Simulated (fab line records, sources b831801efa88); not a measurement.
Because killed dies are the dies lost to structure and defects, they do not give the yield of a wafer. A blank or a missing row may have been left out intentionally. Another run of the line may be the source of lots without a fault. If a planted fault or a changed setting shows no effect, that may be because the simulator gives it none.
A struck lot beside a sound one | flow sky130 | 30 out of 708 route steps
Sound: the wafers L313.2, L313.4, L313.5. Struck: wafers L312.2, L312.4, L312.5. Last of all comes the cause.
For every step that has rows: the tool of each side, followed by ch and its chambers, followed by its first start. Under that, the readings that differ: sound wafers | struck wafers | difference of the means | sigmas: that difference in standard deviations of wafers without a fault.
alike: readings whose means differ by less than 2 such deviations, and words and numbers that are the same on both sides. not compared: withheld readings, readings that some wafer has no value for, bounds like >300 that may hide the same value, and numbers for which the record gives no deviation and whose values overlap.
A row with sigmas, a row that says differs or no value, or rows on one side alone: a step with any of these is where the two part. Numbers that have no deviation but don't overlap get no sigmas and don't part them. A reading that every wafer of one side lacks parts them only if that side has two wafers or more.

SKY_PWDE_STRIP_09: strips in O2/N2.
  sound on plasmaAsher-02 ch 0,1, day 6 03:42; struck on plasmaAsher-02 ch 1, day 5 22:47
  alike: drypumpMotorCurrentA, oesProductAu, stripTimeToEndpointS
  not compared: rfHoursCounterH
SKY_PWDE_TW_MEAS_10:
  sound: filmMetro-03 at day 6 03:49; struck: filmMetro-01 at day 5 22:53
  alike: PWDE_TW
then, 7 steps without rows for these wafers: SKY_NWELL_DEHYDRATE_03 (time 60 s); SKY_NWELL_HMDS_04 (prime time 60 s); SKY_NWELL_COAT_05 (resist thk 3000 nm); SKY_NWELL_SOFTBAKE_06; SKY_NWELL_EXPOSE_07 (exposes mask NWM, target cd 840 nm); SKY_NWELL_PEB_08; SKY_NWELL_DEVELOP_09 (develop time 60 s).
SKY_NWELL_OVL_MEAS_10:
  sound: overlay-02 at day 6 19:38; struck: overlay-01 at day 6 14:16
  alike: NWELL_00_OVL
then, 2 steps without rows for these wafers: SKY_NWELL_IMPLANT_11; SKY_NWELL_IMPLANT_12.
SKY_NWELL_IMPLANT_13:
  sound on implanter-02 ch 0, day 6 19:59; struck on implanter-04 ch 0, day 6 14:56
SKY_NWELL_STRIP_14: strips in O2/N2.
  sound on plasmaAsher-03 ch 1, day 6 20:07; struck on plasmaAsher-01 ch 0,1, day 6 15:04
  alike: drypumpMotorCurrentA, oesProductAu, stripTimeToEndpointS
  not compared: rfHoursCounterH
SKY_NWELL_TW_MEAS_15:
  sound: filmMetro-01 at day 6 20:14; struck: filmMetro-04 at day 6 15:11
reading  | sound          | struck         | difference | sigmas
NWELL_TW | 1773 1765 1774 | 1835 1828 1830 | +60        | +2
then, 7 steps without rows for these wafers: SKY_NWELL_DEHYDRATE_16 (time 60 s); SKY_NWELL_HMDS_17 (prime time 60 s); SKY_NWELL_COAT_18 (resist thk 3000 nm); SKY_NWELL_SOFTBAKE_19; SKY_NWELL_EXPOSE_20 (exposes mask NWM COMPLEMENT, target cd 840 nm); SKY_NWELL_PEB_21; SKY_NWELL_DEVELOP_22 (develop time 60 s).
SKY_NWELL_OVL_MEAS_23:
  sound: overlay-02 at day 7 17:01; struck: overlay-02 at day 7 09:33
  alike: NWELL_01_OVL
next, for these wafers, 1 step has no rows: SKY_NWELL_IMPLANT_24.
SKY_NWELL_STRIP_25: strips in O2/N2.
  sound on plasmaAsher-01 ch 0,1, day 7 17:12; struck on plasmaAsher-02 ch 0, day 7 09:44
reading                  | sound       | struck      | difference | sigmas
drypumpMotorCurrentA (A) | 5.8 5.0 5.0 | 6.3 6.4 6.3 | +1.1       | +2
  alike: oesProductAu, stripTimeToEndpointS
  not compared: rfHoursCounterH
SKY_NWELL_TW_MEAS_26:
  sound: filmMetro-03 at day 7 17:19; struck: filmMetro-04 at day 7 09:50
  alike: NWELL_2_TW
then, 1 step without rows for these wafers: SKY_NWELL_CLEAN_27 (cleans in SC1/SC2, time 150 s).
SKY_NWELL_RTA_28: time 30 s.
  sound on rtpAnneal-01 ch 0, day 7 17:25; struck on rtpAnneal-02 ch 0, day 7 09:58
  alike: lampPowerPct, rampDownCPerS, wafer_temp_C_max
SKY_NWELL_RS_MEAS_29: measures by four-point-probe.
  sound: filmMetro-03 at day 7 17:32; struck: filmMetro-01 at day 7 10:25
reading           | sound             | struck            | difference | sigmas
NWELL_RS (ohm/sq) | 625.3 624.5 624.6 | 606.1 606.0 606.2 | -18.7      | -12
-- the record jumps here: 40 days lie between the struck wafers' starts before and after (it left off in module NWELL and takes up again in module PAD_OPEN, whose first step shown is number 708 of the route) --
SKY_PAD_OPEN_PROBE_99:
  sound: prober-02 at day 48 07:16; struck: prober-01 at day 47 19:37
reading                             | sound                        | struck                       | difference | sigmas
model.etest.nfet_16v.rOnOhmUm       | 1.414e+04 1.414e+04 1.42e+04 | 1.396e+04 1.32e+04 1.381e+04 | -5.033e+02 | 
model.etest.pfetG5v0d10v5.rOnOhmUm  | 4792 4739 4774               | 5252 5096 5186               | +410       | 
model.etest.tipP.rsOhmSq            | 6730 6757 6744               | 7013 7012 6983               | +259       | 
model.etest.tip_p_5v.rsOhmSq        | 2874 2851 2853               | 2984 2984 2989               | +126       | 
model.etest.pfetG5v0d10v5.driveUaUm | 342.7 346.4 337.3            | 302.9 313.6 308.9            | -33.7      | 
model.etest.pfet_01v8_lvt.driveUaUm | 175.3 174.4 172.8            | 149.3 153.3 150.1            | -23.3      | 
model.etest.pfet_16v.driveUaUm      | 246.3 248.5 246.3            | 223.5 229.6 230.3            | -19.2      | 
  alike: killed_at_M0_to_M3, killed_at_M4_up, killedAtContacts, killedAtFrontEnd, killedAtOther, killedDies, killedOpen, killedShort
  not compared: model.etest.pfet_01v8.rOnOhmUm

WHERE THEY PART
Earliest at SKY_NWELL_TW_MEAS_15; latest, in this record, at SKY_NWELL_RS_MEAS_29. Later steps at which nothing parts them and some readings are alike: SKY_PAD_OPEN_PROBE_99.

WHY: whatever the simulator had introduced
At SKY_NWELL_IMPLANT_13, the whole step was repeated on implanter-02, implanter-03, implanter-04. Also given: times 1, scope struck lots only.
